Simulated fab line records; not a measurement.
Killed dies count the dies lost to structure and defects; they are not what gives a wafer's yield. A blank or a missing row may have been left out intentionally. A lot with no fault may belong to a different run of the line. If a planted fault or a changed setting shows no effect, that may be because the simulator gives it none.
fab line records | flow sfq_line | part 1 of 2: steps 1 to 30 of 39
record: lots: 5 | wafers: 15 | last_day: 94
route steps=325 shown M2@96 I2@103 M3@118 I3@133
lots with no fault: from the same line, run without faults
start_h: hours from the record's first day to the start of the lot's first wafer shown | wait_h: hours since the lot's step before | " the same as in the row above | L1.1+2: several wafers, shown together as one row | - no value, or no start was given | * or withheld: withheld | < > ~ a bound
route shown NAME@n: NAME is a module with steps in the file, n the number in the route of the first one | usual: average and standard deviation across the fault-free wafers | same: alike in all rows | chamber/n: place in a boat | sites: each site's reading | _std_site: their standard deviation | _edge_site: the outer-site mean with the inner-site mean subtracted | radius_mm: how far each site lies from the wafer's centre | mask NAME#n: copy n | behind: tool/chamber where the wafer was last shaped | hold: what put the lot on hold/how long, in hours/how the hold closed | device: whichever transistor did not switch (one of n, p or np) | end of line: the tests these same wafers got at the end of their route | step lacking rows: just its recipe | killed: dies lost to structure and defects at the first sort, not the wafer's yield | map: a wafer's dies, marking killed ones x, the rest . and places with no die _
set.NAME: the setting the step ran with; set.NAME@STEP: the setting that earlier step ran with | model.NAME: the simulator's own value behind a step, which no gauge read
certain route steps with their lots: each step a table, each wafer a row
services: the hour from which a tool's chamber was out of use, counted from the record's first day as start_h (under 0 if before that day), plus the number of hours and why
== steps ==
step: SFQ_TRILAYER_M2_LITHO_PEB_060
recipe: peb_temp_c: 115 | peb_time_s: 60 | resist: KrF
same: peb_time_s: 60
lot.wafer  | tool           | chamber | start_h | wait_h
L077.3+4+6 | litho_track-03 | 0       | 910.61  | 0.7
L081.2+3+4 | litho_track-03 | 0       | 949.91  | 0.8
L083.2+3+5 | litho_track-03 | 0       | 964.44  | 0.8
L085.2+5+6 | litho_track-02 | 0       | 976.44  | 0.8
L092.3+4+5 | litho_track-03 | 0       | 1038.91 | 0.7
step: SFQ_TRILAYER_M2_LITHO_DEVELOP_059
recipe: time_s: 60 | resist: KrF
lot.wafer  | tool           | chamber | start_h | wait_h
L077.3+4+6 | litho_track-03 | 0       | 910.76  | 0.1
L081.2+3+4 | litho_track-03 | 0       | 950.06  | 0.1
L083.2+3+5 | litho_track-03 | 0       | 964.59  | 0.1
L085.2+5+6 | litho_track-02 | 0       | 976.59  | 0.1
L092.3+4+5 | litho_track-03 | 0       | 1039.06 | 0.1
step: SFQ_M2_OVL_MEAS_916
usual: M2_OVL: 1/5.1
lot.wafer | tool       | chamber | start_h | wait_h | M2_OVL[nm]
L077.3    | overlay-02 | -       | 910.87  | 0.1    | -8
L077.4    | "          | -       | "       | "      | -5
L077.6    | "          | -       | "       | "      | -7
L081.2    | overlay-01 | -       | 950.19  | 0.1    | -1
L081.3    | "          | -       | "       | "      | -5
L081.4    | "          | -       | "       | "      | -3
L083.2    | overlay-01 | -       | 964.72  | 0.1    | 1
L083.3    | "          | -       | "       | "      | -12
L083.5    | "          | -       | "       | "      | -3
L085.2    | overlay-01 | -       | 976.72  | 0.1    | 0
L085.5    | "          | -       | "       | "      | 5
L085.6    | "          | -       | "       | "      | -2
L092.3    | overlay-01 | -       | 1039.17 | 0.1    | -8
L092.4    | "          | -       | "       | "      | -5
L092.5    | "          | -       | "       | "      | -2
step: SFQ_TRILAYER_M2_BARC_OPEN_METAL_ETCH_077
recipe: mask_material: PR | chemistry: O2 | target_depth_nm: 125 | target: BARC | icp_w: 584.8 | bias_w: 80 | pressure_mtorr: 10 | time_s: 41.7
usual: drypump_motor_current_A: 6.0/0.32 | oes_product_au: 0.685/0.0041
lot.wafer | tool         | chamber | start_h | wait_h | drypump_motor_current_A | oes_product_au | rf_hours_counter_h
L077.3    | rie_metal-03 | 0       | 910.92  | 0.0    | 6.3                     | 0.682          | -
L077.4    | "            | 1       | "       | "      | 5.8                     | 0.687          | -
L077.6    | "            | 0       | "       | "      | 6.3                     | 0.683          | -
L081.2    | rie_metal-04 | 0       | 950.22  | 0.0    | 5.7                     | 0.687          | 101
L081.3    | "            | 1       | "       | "      | 6.3                     | 0.687          | -
L081.4    | "            | 0       | "       | "      | 5.7                     | 0.685          | -
L083.2    | rie_metal-03 | 1       | 964.75  | 0.0    | 5.8                     | 0.683          | 17
L083.3    | "            | 0       | "       | "      | 6.3                     | 0.685          | -
L083.5    | "            | 1       | "       | "      | 5.8                     | 0.680          | -
L085.2    | rie_metal-03 | 0       | 976.75  | 0.0    | 6.4                     | 0.683          | 68
L085.5    | "            | 1       | "       | "      | 5.8                     | 0.686          | -
L085.6    | "            | 0       | "       | "      | 6.4                     | 0.694          | -
L092.3    | rie_metal-02 | 1       | 1039.22 | 0.0    | 6.0                     | 0.694          | -
L092.4    | "            | 0       | "       | "      | 5.5                     | 0.690          | -
L092.5    | "            | 1       | "       | "      | 6.0                     | 0.686          | -
step: SFQ_TRILAYER_M2_ETCH_METAL_ETCH_060
recipe: target: Nb | stop_on: SiO2 | mask_material: PR | chemistry: Cl2/Ar | target_depth_nm: 240 | icp_w: 600 | bias_w: 80 | pressure_mtorr: 10 | time_s: 120
usual: drypump_motor_current_A: 6.0/0.32 | oes_product_au: 0.893/0.006
lot.wafer | tool         | chamber | start_h | wait_h | drypump_motor_current_A | oes_product_au | rf_hours_counter_h
L077.3    | rie_metal-03 | 0       | 911.00  | 0.1    | 6.3                     | 0.895          | -
L077.4    | "            | 1       | "       | "      | 5.8                     | 0.897          | -
L077.6    | "            | 0       | "       | "      | 6.3                     | 0.905          | -
L081.2    | rie_metal-04 | 0       | 950.30  | 0.1    | 5.7                     | 0.893          | 101
L081.3    | "            | 1       | "       | "      | 6.3                     | 0.895          | -
L081.4    | "            | 0       | "       | "      | 5.7                     | 0.899          | -
L083.2    | rie_metal-03 | 1       | 964.83  | 0.1    | 5.8                     | 0.895          | 18
L083.3    | "            | 0       | "       | "      | 6.3                     | 0.895          | -
L083.5    | "            | 1       | "       | "      | 5.8                     | 0.891          | -
L085.2    | rie_metal-03 | 0       | 976.81  | 0.0    | 6.4                     | 0.895          | 68
L085.5    | "            | 1       | "       | "      | 5.8                     | 0.898          | -
L085.6    | "            | 0       | "       | "      | 6.3                     | 0.907          | -
L092.3    | rie_metal-02 | 1       | 1039.30 | 0.1    | 6.0                     | 0.888          | -
L092.4    | "            | 0       | "       | "      | 5.5                     | 0.898          | -
L092.5    | "            | 1       | "       | "      | 6.0                     | 0.891          | -
step: SFQ_TRILAYER_M2_STRIP_STRIP_061
recipe: gas: O2 | power_w: 200 | platen_temp_c: 40 | overash_fraction: 0.65 | chemistry: O2 | pressure_mtorr: 50
usual: drypump_motor_current_A: 6.0/0.33 | oes_product_au: 0.994/0.0071
lot.wafer | tool         | chamber | start_h | wait_h | drypump_motor_current_A | oes_product_au | rf_hours_counter_h
L077.3    | rie_metal-03 | 0       | 911.28  | 0.2    | 6.3                     | 0.997          | -
L077.4    | "            | 1       | "       | "      | 5.8                     | 0.993          | -
L077.6    | "            | 0       | "       | "      | 6.4                     | 0.993          | -
L081.2    | rie_metal-04 | 0       | 950.47  | 0.1    | 5.7                     | 0.988          | 101
L081.3    | "            | 1       | "       | "      | 6.3                     | 0.993          | -
L081.4    | "            | 0       | "       | "      | 5.7                     | 0.994          | -
L083.2    | rie_metal-03 | 1       | 965.00  | 0.1    | 5.8                     | 0.984          | 18
L083.3    | "            | 0       | "       | "      | 6.3                     | 0.997          | -
L083.5    | "            | 1       | "       | "      | 5.8                     | 0.980          | -
L085.2    | rie_metal-03 | 0       | 976.93  | 0.1    | 6.4                     | 0.996          | 68
L085.5    | "            | 1       | "       | "      | 5.8                     | 0.985          | -
L085.6    | "            | 0       | "       | "      | 6.4                     | 0.990          | -
L092.3    | rie_metal-02 | 1       | 1039.58 | 0.2    | 6.0                     | 0.989          | -
L092.4    | "            | 0       | "       | "      | 5.5                     | 0.997          | -
L092.5    | "            | 1       | "       | "      | 6.0                     | 0.986          | -
step: SFQ_TRILAYER_M2_STRIP_SOLV_CLEAN_062
recipe: chemistry: NMP | temp_c: 70 | time_s: 600
lot.wafer  | tool         | chamber | start_h | wait_h
L077.3+4+6 | wet_bench-04 | 4,7,1   | 911.68  | 0.2
L081.2+3+4 | wet_bench-03 | 0,3,4   | 951.27  | 0.5
L083.2+3+5 | wet_bench-04 | 3,4,5   | 965.80  | 0.5
L085.2+5+6 | wet_bench-04 | 1,0,6   | 977.53  | 0.4
L092.3+4+5 | wet_bench-03 | 1,5,2   | 1039.98 | 0.2
step: SFQ_TRILAYER_I2_DEP_PECVD_063
recipe: material: SiO2 | temp_c: 150 | time_s: 111.11 | pressure_torr: 2.4 | rf_w: 183.3 | precursor: SiH4/N2O | target_thk_nm: 500
usual: heater_power_w: 82/17 | throttle_valve_pct: 24.3/0.53
lot.wafer | tool     | chamber | start_h | wait_h | heater_power_w | throttle_valve_pct
L077.3    | pecvd-03 | 0       | 911.86  | 0.0    | 70             | 23.7
L077.4    | "        | 0       | "       | "      | 55             | 23.9
L077.6    | "        | 2       | "       | "      | 78             | 23.1
L081.2    | pecvd-03 | 2       | 951.46  | 0.0    | 87             | 23.2
L081.3    | "        | 1       | "       | "      | 92             | 24.2
L081.4    | "        | 0       | "       | "      | 62             | 23.6
L083.2    | pecvd-02 | 0       | 965.97  | 0.0    | 96             | 24.9
L083.3    | "        | 2       | "       | "      | 92             | 24.3
L083.5    | "        | 1       | "       | "      | 62             | 24.5
L085.2    | pecvd-02 | 0       | 977.71  | 0.0    | 91             | 24.9
L085.5    | "        | 1       | "       | "      | 53             | 24.2
L085.6    | "        | 0       | "       | "      | 94             | 24.8
L092.3    | pecvd-03 | 1       | 1040.16 | 0.0    | 93             | 24.6
L092.4    | "        | 2       | "       | "      | 80             | 23.4
L092.5    | "        | 1       | "       | "      | 78             | 24.5
step: SFQ_TRILAYER_I2_CMP_CMP_064
recipe: material: SiO2 | down_force_psi: 3 | platen_rpm: 60 | pad_velocity_m_s: 0.94248
usual: motor_current_A: 10.2/0.94 | retaining_ring_pressure_frac: 1.000/0.0051 | slurry_filter_dp_kPa: 13.50/0.14 | slurry_flow_ml_min: 150.1/0.45 | time_to_endpoint_s: 217/6.8
lot.wafer | tool   | chamber | start_h | wait_h | motor_current_A | retaining_ring_pressure_frac | slurry_filter_dp_kPa | slurry_flow_ml_min | time_to_endpoint_s
L077.3    | cmp-01 | 3       | 913.09  | 1.2    | 10.3            | 0.991                        | 13.38                | 149.9              | 219
L077.4    | "      | 2       | 914.59  | 2.7    | 10.1            | 1.001                        | 13.29                | 150.4              | 225
L077.6    | "      | 3       | "       | "      | 10.5            | 0.995                        | 13.60                | 149.7              | 224
L081.2    | cmp-02 | 0       | 951.54  | 0.0    | 8.6             | 1.001                        | 13.46                | 150.4              | 208
L081.4    | "      | 2       | 952.54  | 1.0    | 11.8            | 1.002                        | 13.55                | 149.9              | 216
L081.3    | "      | 3       | "       | "      | 9.2             | 1.007                        | 13.35                | 150.0              | 213
L083.2    | cmp-01 | 0       | 966.55  | 0.5    | 9.8             | 0.998                        | 13.55                | 150.4              | 212
L083.3    | "      | 2       | 967.55  | 1.5    | 10.8            | 0.993                        | 13.57                | 150.3              | 207
L083.5    | "      | 3       | "       | "      | 10.4            | 0.997                        | 13.71                | 149.5              | 212
L085.2    | cmp-02 | 2       | 978.79  | 1.0    | 11.4            | 0.994                        | 13.55                | 150.5              | 211
L085.6    | "      | 0       | 979.79  | 2.0    | 8.9             | 1.006                        | 13.70                | 150.7              | 211
L085.5    | "      | 1       | "       | "      | 11.5            | 0.991                        | 13.61                | 150.4              | 216
L092.3    | cmp-02 | 3       | 1041.83 | 1.6    | 9.0             | 1.005                        | 13.52                | 149.7              | 226
L092.4    | "      | 0       | "       | "      | 8.9             | 0.998                        | 13.41                | 150.2              | 229
L092.5    | "      | 1       | "       | "      | 11.1            | 0.999                        | 13.62                | 149.8              | 217
step: SFQ_I2_BOW_MEAS_917
recipe: mode: bow
usual: I2_BOW: 1/9.7
lot.wafer | tool          | chamber | start_h | wait_h | I2_BOW[um]
L077.3    | film_metro-04 | -       | 916.13  | 2.5    | 7
L077.4    | "             | -       | "       | "      | 2
L077.6    | "             | -       | "       | "      | 14
L081.2    | film_metro-02 | -       | 954.56  | 2.5    | 3
L081.3    | "             | -       | "       | "      | -9
L081.4    | "             | -       | "       | "      | -1
L083.2    | film_metro-03 | -       | 969.07  | 2.0    | 2
L083.3    | "             | -       | "       | "      | -15
L083.5    | "             | -       | "       | "      | 6
L085.2    | film_metro-03 | -       | 980.81  | 1.5    | -9
L085.5    | "             | -       | "       | "      | -8
L085.6    | "             | -       | "       | "      | -9
L092.3    | film_metro-02 | -       | 1043.87 | 1.5    | 11
L092.4    | "             | -       | "       | "      | 7
L092.5    | "             | -       | "       | "      | 18
step: SFQ_TRILAYER_I2_METRO_MEASURE_065
usual: thk_nm: 200.0/0.8
lot.wafer | tool          | chamber | start_h | wait_h | thk_nm
L077.3    | film_metro-04 | -       | 916.61  | 0.5    | 199.7
L077.4    | "             | -       | "       | "      | 200.3
L077.6    | "             | -       | "       | "      | 200.1
L081.2    | film_metro-02 | -       | 954.86  | 0.3    | 200.5
L081.3    | "             | -       | "       | "      | 199.0
L081.4    | "             | -       | "       | "      | 197.9
L083.2    | film_metro-03 | -       | 969.37  | 0.3    | 199.5
L083.3    | "             | -       | "       | "      | 200.1
L083.5    | "             | -       | "       | "      | 199.8
L085.2    | film_metro-03 | -       | 981.11  | 0.3    | 198.8
L085.5    | "             | -       | "       | "      | 198.7
L085.6    | "             | -       | "       | "      | 201.2
L092.3    | film_metro-02 | -       | 1044.35 | 0.5    | 200.1
L092.4    | "             | -       | "       | "      | 199.4
L092.5    | "             | -       | "       | "      | 199.1
step: SFQ_TRILAYER_I2_VIA_LITHO_COAT_072
recipe: resist: BARC | spin_rpm: 3000 | resist_thk_nm: 62
lot.wafer  | tool           | chamber | start_h | wait_h
L077.3+4+6 | litho_track-01 | 0       | 917.51  | 0.7
L081.2+3+4 | litho_track-04 | 0       | 955.91  | 0.8
L083.2+3+5 | litho_track-01 | 0       | 970.42  | 0.8
L085.2+5+6 | litho_track-01 | 0       | 982.16  | 0.8
L092.3+4+5 | litho_track-04 | 0       | 1045.25 | 0.7
step: SFQ_TRILAYER_I2_VIA_LITHO_COAT_067
recipe: resist: KrF | spin_rpm: 3000 | resist_thk_nm: 650
lot.wafer  | tool           | chamber | start_h | wait_h
L077.3+4+6 | litho_track-01 | 0       | 917.81  | 0.2
L081.2+3+4 | litho_track-04 | 0       | 956.21  | 0.2
L083.2+3+5 | litho_track-01 | 0       | 970.72  | 0.2
L085.2+5+6 | litho_track-01 | 0       | 982.46  | 0.2
L092.3+4+5 | litho_track-04 | 0       | 1045.55 | 0.2
step: SFQ_TRILAYER_I2_VIA_LITHO_SOFTBAKE_071
recipe: temp_c: withheld | time_s: withheld | resist: KrF
lot.wafer  | tool           | chamber | start_h | wait_h
L077.3+4+6 | litho_track-01 | 0       | 918.06  | 0.2
L081.2+3+4 | litho_track-04 | 0       | 956.49  | 0.2
L083.2+3+5 | litho_track-01 | 0       | 970.99  | 0.2
L085.2+5+6 | litho_track-01 | 0       | 982.73  | 0.2
L092.3+4+5 | litho_track-04 | 0       | 1045.80 | 0.2
step: SFQ_TRILAYER_I2_VIA_LITHO_EXPOSE_068
recipe: mask_id: I2 | na: 0.6 | source_shape: conventional | sigma_outer: 0.65 | target_cd_nm: 500 | dose_mj: 21.3
same: sigma_outer: 0.65
lot.wafer  | tool           | chamber | start_h | wait_h | mask
L077.3+4+6 | krf_scanner-01 | 0       | 1048.86 | -      | I2#0
L081.2+3+4 | krf_scanner-02 | 0       | 1090.57 | -      | I2#0
L083.2+3+5 | krf_scanner-02 | 0       | 1104.97 | -      | I2#0
L085.2+5+6 | krf_scanner-02 | 0       | 1116.97 | -      | I2#0
L092.3+4+5 | krf_scanner-02 | 0       | 1185.61 | -      | I2#0
step: SFQ_TRILAYER_I2_VIA_LITHO_PEB_070
recipe: peb_temp_c: 115 | peb_time_s: 60 | resist: KrF
same: peb_time_s: 60
lot.wafer  | tool           | chamber | start_h | wait_h
L077.3+4+6 | litho_track-03 | 0       | 1049.71 | 0.7
L081.2+3+4 | litho_track-01 | 0       | 1091.60 | 0.8
L083.2+3+5 | litho_track-04 | 0       | 1106.00 | 0.8
L085.2+5+6 | litho_track-04 | 0       | 1118.00 | 0.8
L092.3+4+5 | litho_track-03 | 0       | 1186.46 | 0.7
step: SFQ_TRILAYER_I2_VIA_LITHO_DEVELOP_069
recipe: time_s: 60 | resist: KrF
lot.wafer  | tool           | chamber | start_h | wait_h
L077.3+4+6 | litho_track-03 | 0       | 1049.86 | 0.1
L081.2+3+4 | litho_track-01 | 0       | 1091.75 | 0.1
L083.2+3+5 | litho_track-04 | 0       | 1106.15 | 0.1
L085.2+5+6 | litho_track-04 | 0       | 1118.15 | 0.1
L092.3+4+5 | litho_track-03 | 0       | 1186.61 | 0.1
step: SFQ_I2_OVL_MEAS_918
usual: I2_OVL: 1/6
lot.wafer | tool       | chamber | start_h | wait_h | I2_OVL[nm]
L077.3    | overlay-01 | -       | 1049.97 | 0.1    | 9
L077.4    | "          | -       | "       | "      | 9
L077.6    | "          | -       | "       | "      | 9
L081.2    | overlay-02 | -       | 1091.88 | 0.1    | -3
L081.3    | "          | -       | "       | "      | -5
L081.4    | "          | -       | "       | "      | -5
L083.2    | overlay-02 | -       | 1106.28 | 0.1    | -18
L083.3    | "          | -       | "       | "      | -9
L083.5    | "          | -       | "       | "      | -7
L085.2    | overlay-01 | -       | 1118.28 | 0.1    | -4
L085.5    | "          | -       | "       | "      | -2
L085.6    | "          | -       | "       | "      | 1
L092.3    | overlay-01 | -       | 1186.72 | 0.1    | 4
L092.4    | "          | -       | "       | "      | 8
L092.5    | "          | -       | "       | "      | 0
step: SFQ_TRILAYER_I2_VIA_BARC_OPEN_VIA_ETCH_096
recipe: mask_material: PR | chemistry: O2 | target_depth_nm: 125 | target: BARC | source_w: 500 | bias_w: 80 | pressure_mtorr: 30 | time_s: 40.49
usual: drypump_motor_current_A: 5.9/0.36 | oes_product_au: 0.694/0.0044
lot.wafer | tool        | chamber | start_h | wait_h | drypump_motor_current_A | oes_product_au | rf_hours_counter_h
L077.3    | rie_diel-01 | 1       | 1050.00 | 0.0    | 6.0                     | 0.697          | 1
L077.4    | "           | 2       | "       | "      | 6.2                     | 0.702          | 4
L077.6    | "           | 1       | "       | "      | 5.9                     | 0.689          | -
L081.2    | rie_diel-04 | 1       | 1091.91 | 0.0    | 5.3                     | 0.697          | 3
L081.3    | "           | 3       | "       | "      | 5.6                     | 0.691          | 13
L081.4    | "           | 2       | "       | "      | 6.2                     | 0.689          | 8
L083.2    | rie_diel-04 | 0       | 1106.31 | 0.0    | 6.0                     | 0.687          | 8
L083.3    | "           | 2       | "       | "      | 6.2                     | 0.688          | 8
L083.5    | "           | 2       | "       | "      | 6.2                     | 0.696          | -
L085.2    | rie_diel-04 | 0       | 1118.31 | 0.0    | 5.9                     | 0.693          | 8
L085.5    | "           | 3       | "       | "      | 5.6                     | 0.689          | -
L085.6    | "           | 0       | "       | "      | 6.0                     | 0.695          | -
L092.3    | rie_diel-04 | 2       | 1186.75 | 0.0    | 6.2                     | 0.700          | 9
L092.4    | "           | 3       | "       | "      | 5.6                     | 0.682          | 14
L092.5    | "           | 2       | "       | "      | 6.2                     | 0.696          | -
step: SFQ_TRILAYER_I2_VIA_ETCH_VIA_ETCH_070
recipe: target: SiO2 | stop_on: Nb | mask_material: PR | taper_deg: 20 | chemistry: CHF3 | target_depth_nm: 260 | source_w: 500 | bias_w: 80 | pressure_mtorr: 30 | time_s: withheld
usual: drypump_motor_current_A: 5.9/0.35 | oes_product_au: 0.854/0.0053
lot.wafer | tool        | chamber | start_h | wait_h | drypump_motor_current_A | oes_product_au
L077.3    | rie_diel-01 | 1       | 1050.04 | 0.0    | 6.0                     | 0.861
L077.4    | "           | 2       | "       | "      | 6.1                     | 0.854
L077.6    | "           | 1       | "       | "      | 6.0                     | 0.853
L081.2    | rie_diel-04 | 1       | 1091.95 | 0.0    | 5.3                     | 0.858
L081.3    | "           | 3       | "       | "      | 5.6                     | 0.857
L081.4    | "           | 2       | "       | "      | 6.2                     | 0.855
L083.2    | rie_diel-04 | 0       | 1106.35 | 0.0    | 6.0                     | 0.863
L083.3    | "           | 2       | "       | "      | 6.2                     | 0.849
L083.5    | "           | 2       | "       | "      | 6.2                     | 0.852
L085.2    | rie_diel-04 | 0       | 1118.35 | 0.0    | 6.0                     | 0.854
L085.5    | "           | 3       | "       | "      | 5.6                     | 0.853
L085.6    | "           | 0       | "       | "      | 6.0                     | 0.857
L092.3    | rie_diel-04 | 2       | 1186.79 | 0.0    | 6.2                     | 0.854
L092.4    | "           | 3       | "       | "      | 5.6                     | 0.852
L092.5    | "           | 2       | "       | "      | 6.2                     | 0.851
step: SFQ_TRILAYER_I2_VIA_STRIP_STRIP_071
recipe: gas: O2 | power_w: 200 | platen_temp_c: 40 | overash_fraction: 0.65 | chemistry: O2 | pressure_mtorr: 50
usual: drypump_motor_current_A: 5.88/0.28 | oes_product_au: 0.999/0.0087
lot.wafer | tool         | chamber | start_h | wait_h | drypump_motor_current_A | oes_product_au | rf_hours_counter_h
L077.3    | rie_metal-01 | 0       | 1050.35 | -      | 5.62                    | 1.006          | -
L077.4    | "            | 1       | "       | "      | 5.85                    | 0.993          | -
L077.6    | "            | 1       | "       | "      | 5.87                    | 1.000          | -
L081.2    | rie_metal-02 | 1       | 1092.06 | -      | 5.97                    | 0.992          | 52
L081.3    | "            | 0       | "       | "      | 5.46                    | 0.986          | -
L081.4    | "            | 1       | "       | "      | 6.00                    | 0.986          | -
L083.2    | rie_metal-03 | 1       | 1106.46 | -      | 5.82                    | 0.993          | 35
L083.3    | "            | 0       | "       | "      | 6.33                    | 0.993          | -
L083.5    | "            | 0       | "       | "      | 6.35                    | 0.989          | -
L085.2    | rie_metal-03 | 1       | 1118.46 | -      | 5.82                    | 0.981          | 37
L085.5    | "            | 1       | "       | "      | 5.83                    | 0.998          | -
L085.6    | "            | 0       | "       | "      | 6.34                    | 1.005          | -
L092.3    | rie_metal-01 | 1       | 1187.10 | -      | 5.84                    | 1.011          | -
L092.4    | "            | 0       | "       | "      | 5.63                    | 1.008          | -
L092.5    | "            | 1       | "       | "      | 5.86                    | 1.000          | -
step: SFQ_TRILAYER_I2_VIA_STRIP_SOLV_CLEAN_072
recipe: chemistry: NMP | temp_c: 70 | time_s: 600
lot.wafer  | tool         | chamber | start_h | wait_h
L077.3+4+6 | wet_bench-02 | 2,1,5   | 1050.75 | 0.2
L081.2+3+4 | wet_bench-04 | 0,3,7   | 1092.66 | 0.4
L083.2+3+5 | wet_bench-04 | 7,1,0   | 1107.06 | 0.4
L085.2+5+6 | wet_bench-04 | 3,0,5   | 1119.06 | 0.4
L092.3+4+5 | wet_bench-04 | 5,0,6   | 1187.50 | 0.2
step: SFQ_TRILAYER_M3_DEP_PRE_CLEAN_074
recipe: gas: Ar | time_s: 22.5 | bias_v: 250
lot.wafer  | tool           | chamber | start_h | wait_h
L077.3+4+6 | pvd_sputter-06 | -       | 1050.92 | 0.0
L081.2+3+4 | pvd_sputter-03 | -       | 1092.84 | 0.0
L083.2+3+5 | pvd_sputter-04 | -       | 1107.24 | 0.0
L085.2+5+6 | pvd_sputter-06 | -       | 1119.24 | 0.0
L092.3+4+5 | pvd_sputter-06 | -       | 1187.67 | 0.0
step: SFQ_TRILAYER_M3_DEP_SPUTTER_073
recipe: material: Nb | base_pressure_pa: 1.33e-06 | chamber_pressure_pa: 0.1333 | substrate_temp_c: 20 | resputter_cathode_voltage_v: 400 | target_thk_nm: 200 | power_w: 2000 | time_s: 133.3
usual: throttle_valve_pct: 29.8/0.98
lot.wafer | tool           | chamber | start_h | wait_h | throttle_valve_pct
L077.3    | pvd_sputter-06 | -       | 1050.95 | 0.0    | 31.7
L077.4    | "              | -       | "       | "      | 28.8
L077.6    | "              | -       | "       | "      | 29.3
L081.2    | pvd_sputter-03 | -       | 1092.87 | 0.0    | 29.3
L081.3    | "              | -       | "       | "      | 29.3
L081.4    | "              | -       | "       | "      | 30.5
L083.2    | pvd_sputter-04 | -       | 1107.27 | 0.0    | 30.5
L083.3    | "              | -       | "       | "      | 30.2
L083.5    | "              | -       | "       | "      | 30.3
L085.2    | pvd_sputter-06 | -       | 1119.27 | 0.0    | 29.4
L085.5    | "              | -       | "       | "      | 28.8
L085.6    | "              | -       | "       | "      | 28.7
L092.3    | pvd_sputter-06 | -       | 1187.70 | 0.0    | 31.9
L092.4    | "              | -       | "       | "      | 28.7
L092.5    | "              | -       | "       | "      | 29.5
step: SFQ_M3_RS_MEAS_919
recipe: thk_meas_gauge: four-point-probe | reads: Nb_of_TRILAYER_M3_DEP_SPUTTER_073
usual: M3_NB_RS: 0.890/0.0085
lot.wafer | tool          | chamber | start_h | wait_h | M3_NB_RS[ohm/sq]
L077.3    | film_metro-01 | -       | 1051.08 | 0.1    | 0.892
L077.4    | "             | -       | "       | "      | 0.900
L077.6    | "             | -       | "       | "      | 0.894
L081.2    | film_metro-04 | -       | 1092.98 | 0.1    | 0.888
L081.3    | "             | -       | "       | "      | 0.891
L081.4    | "             | -       | "       | "      | 0.897
L083.2    | film_metro-01 | -       | 1107.38 | 0.1    | 0.903
L083.3    | "             | -       | "       | "      | 0.893
L083.5    | "             | -       | "       | "      | 0.900
L085.2    | film_metro-03 | -       | 1119.38 | 0.1    | 0.891
L085.5    | "             | -       | "       | "      | 0.901
L085.6    | "             | -       | "       | "      | 0.903
L092.3    | film_metro-03 | -       | 1187.83 | 0.1    | 0.878
L092.4    | "             | -       | "       | "      | 0.882
L092.5    | "             | -       | "       | "      | 0.868
step: SFQ_TRILAYER_M3_LITHO_COAT_080
recipe: resist: BARC | spin_rpm: 3000 | resist_thk_nm: 62
lot.wafer  | tool           | chamber | start_h | wait_h
L077.3+4+6 | litho_track-04 | 0       | 1051.32 | 0.1
L081.2+3+4 | litho_track-02 | 0       | 1093.19 | 0.1
L083.2+3+5 | litho_track-04 | 0       | 1107.59 | 0.1
L085.2+5+6 | litho_track-03 | 0       | 1119.59 | 0.1
L092.3+4+5 | litho_track-04 | 0       | 1188.07 | 0.1
step: SFQ_TRILAYER_M3_LITHO_COAT_075
recipe: resist: KrF | spin_rpm: 3000 | resist_thk_nm: 600
lot.wafer  | tool           | chamber | start_h | wait_h
L077.3+4+6 | litho_track-04 | 0       | 1051.62 | 0.2
L081.2+3+4 | litho_track-02 | 0       | 1093.49 | 0.2
L083.2+3+5 | litho_track-04 | 0       | 1107.89 | 0.2
L085.2+5+6 | litho_track-03 | 0       | 1119.89 | 0.2
L092.3+4+5 | litho_track-04 | 0       | 1188.37 | 0.2
step: SFQ_TRILAYER_M3_LITHO_SOFTBAKE_079
recipe: temp_c: withheld | time_s: withheld | resist: KrF
lot.wafer  | tool           | chamber | start_h | wait_h
L077.3+4+6 | litho_track-04 | 0       | 1051.87 | 0.2
L081.2+3+4 | litho_track-02 | 0       | 1093.76 | 0.2
L083.2+3+5 | litho_track-04 | 0       | 1108.16 | 0.2
L085.2+5+6 | litho_track-03 | 0       | 1120.16 | 0.2
L092.3+4+5 | litho_track-04 | 0       | 1188.62 | 0.2
step: SFQ_TRILAYER_M3_LITHO_EXPOSE_076
recipe: mask_id: M3 | na: 0.6 | source_shape: conventional | sigma_outer: 0.65 | target_cd_nm: 500 | dose_mj: 14.4
same: sigma_outer: 0.65
lot.wafer  | tool           | chamber | start_h | wait_h | mask
L077.3+4+6 | krf_scanner-02 | 0       | 1052.37 | -      | M3#0
L081.2+3+4 | krf_scanner-01 | 0       | 1094.09 | -      | M3#0
L083.2+3+5 | krf_scanner-01 | 0       | 1108.49 | -      | M3#0
L085.2+5+6 | krf_scanner-01 | 0       | 1120.49 | -      | M3#0
L092.3+4+5 | krf_scanner-02 | 0       | 1323.68 | -      | M3#0
step: SFQ_TRILAYER_M3_LITHO_PEB_078
recipe: peb_temp_c: 115 | peb_time_s: 60 | resist: KrF
same: peb_time_s: 60
lot.wafer  | tool           | chamber | start_h | wait_h
L077.3+4+6 | litho_track-04 | 0       | 1053.22 | 0.7
L081.2+3+4 | litho_track-03 | 0       | 1095.11 | 0.8
L083.2+3+5 | litho_track-02 | 0       | 1109.51 | 0.8
L085.2+5+6 | litho_track-03 | 0       | 1121.51 | 0.8
L092.3+4+5 | litho_track-04 | 0       | 1324.53 | 0.7
